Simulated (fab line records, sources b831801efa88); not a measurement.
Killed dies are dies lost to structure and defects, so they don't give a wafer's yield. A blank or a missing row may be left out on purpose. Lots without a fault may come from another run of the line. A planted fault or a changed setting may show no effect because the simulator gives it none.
Which tool did it? | flow gf180mcu | 10 lots, 30 wafers sampled, at 7 steps of a route of 602

WHAT THE GAUGES READ, wafer by wafer
GF_V2_RS_MEAS_24: measures by four-point-probe.
lot  | measured     | on            | V2_W_RS (ohm/sq)
L842 | day 20 04:01 | film_metro-03 | 0.323 0.326 0.322
L843 | day 20 14:20 | film_metro-04 | 0.332 0.328 0.326
L848 | day 22 12:59 | film_metro-02 | 0.237 0.237 0.324
L849 | day 22 22:14 | film_metro-04 | 0.237 0.325 0.241
L857 | day 25 14:12 | film_metro-03 | 0.328 0.329 0.328
L858 | day 25 18:12 | film_metro-04 | 0.326 0.326 0.323
L859 | day 26 02:39 | film_metro-04 | 0.327 0.328 0.324
L863 | day 27 13:05 | film_metro-04 | 0.329 0.331 0.323
L862 | day 27 14:51 | film_metro-03 | 0.322 0.324 0.322
L864 | day 27 16:17 | film_metro-02 | 0.324 0.326 0.329

GF_V2_THK_MEAS_25: measures by xrf.
lot  | measured     | on            | V2_W_THK (nm)
L842 | day 20 04:08 | film_metro-03 | 362 359 362
L843 | day 20 14:28 | film_metro-04 | 353 356 358
L848 | day 22 13:05 | film_metro-02 | 484 481 353
L849 | day 22 22:21 | film_metro-04 | 509 363 501
L857 | day 25 14:19 | film_metro-03 | 355 353 355
L858 | day 25 18:19 | film_metro-04 | 360 361 363
L859 | day 26 02:46 | film_metro-04 | 359 358 362
L863 | day 27 13:12 | film_metro-04 | 360 357 367
L862 | day 27 14:58 | film_metro-03 | 362 359 362
L864 | day 27 16:24 | film_metro-02 | 352 351 347

GF_M3_RS_MEAS_05: measures by four-point-probe.
lot  | measured     | on            | M3_ALCU_RS (ohm/sq)
L842 | day 20 04:43 | film_metro-03 | 0.0705 0.0695 0.0708
L843 | day 20 15:02 | film_metro-02 | 0.0691 0.0690 0.0690
L848 | day 22 13:41 | film_metro-02 | 0.0692 0.0694 0.0696
L849 | day 22 22:56 | film_metro-02 | 0.0687 0.0683 0.0683
L857 | day 25 14:54 | film_metro-03 | 0.0692 0.0702 0.0696
L858 | day 25 18:54 | film_metro-01 | 0.0710 0.0702 0.0716
L859 | day 26 03:21 | film_metro-01 | 0.0700 0.0701 0.0708
L863 | day 27 13:47 | film_metro-03 | 0.0694 0.0696 0.0698
L862 | day 27 15:33 | film_metro-03 | 0.0705 0.0695 0.0698
L864 | day 27 16:59 | film_metro-03 | 0.0699 0.0692 0.0687

WHICH TOOL RAN EACH LOT (tool, then ch and the chambers of the sampled wafers, then the start)
lot  | GF_M2_STRIP_17                       | GF_V2_CVD_23                  | GF_V2_CMP_26                  | GF_M3_SPUTTER_02
L842 | plasma_asher-02 ch 0,1, day 19 01:49 | cvd_w-02 ch 0,1, day 20 03:53 | cmp-01 ch 0,1, day 20 04:14   | pvd_sputter-02, day 20 04:37
L843 | plasma_asher-04 ch 0,1, day 19 11:22 | cvd_w-01 ch 0,1, day 20 14:13 | cmp-02 ch 0,2,3, day 20 14:34 | pvd_sputter-03, day 20 14:57
L848 | plasma_asher-01 ch 0,1, day 21 12:04 | cvd_w-02 ch 0,1, day 22 12:51 | cmp-01 ch 0,1,2, day 22 13:14 | pvd_sputter-02, day 22 13:34
L849 | plasma_asher-04 ch 0,1, day 21 20:28 | cvd_w-02 ch 0,1, day 22 22:07 | cmp-02 ch 0,1, day 22 22:28   | pvd_sputter-03, day 22 22:50
L857 | plasma_asher-02 ch 0,1, day 24 14:02 | cvd_w-02 ch 0,1, day 25 14:05 | cmp-02 ch 0,2,3, day 25 14:23 | pvd_sputter-02, day 25 14:49
L858 | plasma_asher-02 ch 0,1, day 24 18:10 | cvd_w-02 ch 0,1, day 25 18:05 | cmp-01 ch 0,1,2, day 25 18:23 | pvd_sputter-01, day 25 18:49
L859 | plasma_asher-01 ch 0,1, day 25 03:25 | cvd_w-02 ch 1, day 26 02:32   | cmp-01 ch 0,3, day 26 02:50   | pvd_sputter-02, day 26 03:16
L863 | plasma_asher-04 ch 0,1, day 26 14:29 | cvd_w-02 ch 0,1, day 27 12:58 | cmp-02 ch 0,1,2, day 27 13:19 | pvd_sputter-01, day 27 13:41
L862 | plasma_asher-02 ch 0,1, day 26 16:02 | cvd_w-02 ch 0,1, day 27 14:44 | cmp-01 ch 0,2,3, day 27 15:11 | pvd_sputter-01, day 27 15:28
L864 | plasma_asher-04 ch 0,1, day 26 17:41 | cvd_w-01 ch 0,1, day 27 16:10 | cmp-01 ch 1,2,3, day 27 16:28 | pvd_sputter-01, day 27 16:53
- GF_M2_STRIP_17: strips in O2/N2.
- GF_V2_CVD_23: deposits W, target thk 350 nm, time 104.94 s.
- GF_V2_CMP_26: polishes, stops on SiO2, t overpolish 15 s, target thk 0 nm.
- GF_M3_SPUTTER_02: material AlCu, target thk 450 nm, time 23.9 s.

WHAT THE TOOLS THEMSELVES READ (means of the sampled wafers that have a number; where no wafer has one, the mark that the record gives instead)
GF_M2_STRIP_17.
lot  | tool            | drypump_motor_current_A (A) | heater_power_w (W) | n2_flow_sccm (sccm) | o2_flow_sccm (sccm) | oes_product_au (a.u.) | strip_time_to_endpoint_s (s)
L842 | plasma_asher-02 | 5.8                         | 322                | 300.0               | 2993                | 0.558                 | 7.86
L843 | plasma_asher-04 | 5.7                         | 308                | 300.2               | 2994                | 0.559                 | 7.91
L848 | plasma_asher-01 | 5.7                         | 337                | 301.3               | 2995                | 0.556                 | 7.83
L849 | plasma_asher-04 | 5.7                         | 311                | 300.8               | 3003                | 0.558                 | 7.87
L857 | plasma_asher-02 | 5.9                         | 318                | 299.8               | 2999                | 0.555                 | 7.86
L858 | plasma_asher-02 | 5.8                         | 328                | 300.3               | 3002                | 0.560                 | 7.83
L859 | plasma_asher-01 | 5.7                         | 344                | 300.1               | 3001                | 0.555                 | 7.88
L863 | plasma_asher-04 | 5.6                         | 308                | 300.4               | 2999                | 0.557                 | 7.89
L862 | plasma_asher-02 | 5.7                         | 322                | 300.5               | 2993                | 0.558                 | 7.86
L864 | plasma_asher-04 | 6.1                         | 313                | 299.5               | 2991                | 0.549                 | 7.77

GF_V2_CVD_23.
lot  | tool     | heater_power_w (W)
L842 | cvd_w-02 | 818
L843 | cvd_w-01 | 926
L848 | cvd_w-02 | 843
L849 | cvd_w-02 | 855
L857 | cvd_w-02 | 855
L858 | cvd_w-02 | 852
L859 | cvd_w-02 | 882
L863 | cvd_w-02 | 844
L862 | cvd_w-02 | 836
L864 | cvd_w-01 | 920

GF_V2_CMP_26.
lot  | tool   | motor_current_A (A) | time_to_endpoint_s (s)
L842 | cmp-01 | 11.7                | 82
L843 | cmp-02 | 10.1                | 85
L848 | cmp-01 | 11.6                | 104
L849 | cmp-02 | 10.3                | 109
L857 | cmp-02 | 10.1                | 86
L858 | cmp-01 | 11.5                | 83
L859 | cmp-01 | 11.5                | 78
L863 | cmp-02 | 10.3                | 85
L862 | cmp-01 | 11.2                | 87
L864 | cmp-01 | 11.3                | 84

GF_M3_SPUTTER_02.
lot  | tool           | throttle_valve_pct (%)
L842 | pvd_sputter-02 | 30.1
L843 | pvd_sputter-03 | 29.1
L848 | pvd_sputter-02 | 30.5
L849 | pvd_sputter-03 | 29.2
L857 | pvd_sputter-02 | 31.2
L858 | pvd_sputter-01 | 29.7
L859 | pvd_sputter-02 | 31.1
L863 | pvd_sputter-01 | 29.6
L862 | pvd_sputter-01 | 29.6
L864 | pvd_sputter-01 | 29.2

THE ANSWER, worked out from the rows above alone
Rule: what is usual is taken from the lots themselves. Put in order of their means at a reading, lots are off if they are a third of the lots or fewer, leave a main group of 4 or more, and stand apart from it by a gap of 3 or more times the standard deviation of the main group's means; of several such gaps the widest counts. A main group whose means are all the same, to the digits that the tables above print for the reading, isn't used. A lot without any number at a reading at which 4 lots or more have one is off too. The other lots that the step has rows for count as sound. The gauges are gone through in route order, then the tools' own readings, and for those a lot's mean is taken as printed above. The first step at which some lot is off is used, and at that step the reading that is off furthest; a lot without a number counts as furthest.
Off: L848, L849, at GF_V2_RS_MEAS_24 (V2_W_RS). The main group: mean 0.326 ohm/sq, standard deviation 0.002.
A tool fits if, at a process step before that reading, it ran every lot that is off, and no sound lot after the first of them. The gauges at GF_V2_RS_MEAS_24 aren't tried: what is off there is off at GF_V2_CMP_26 too, on other tools, and a gauge's error can't cause that. None of those tried fits.

WHAT THE SIMULATOR HAD PUT IN
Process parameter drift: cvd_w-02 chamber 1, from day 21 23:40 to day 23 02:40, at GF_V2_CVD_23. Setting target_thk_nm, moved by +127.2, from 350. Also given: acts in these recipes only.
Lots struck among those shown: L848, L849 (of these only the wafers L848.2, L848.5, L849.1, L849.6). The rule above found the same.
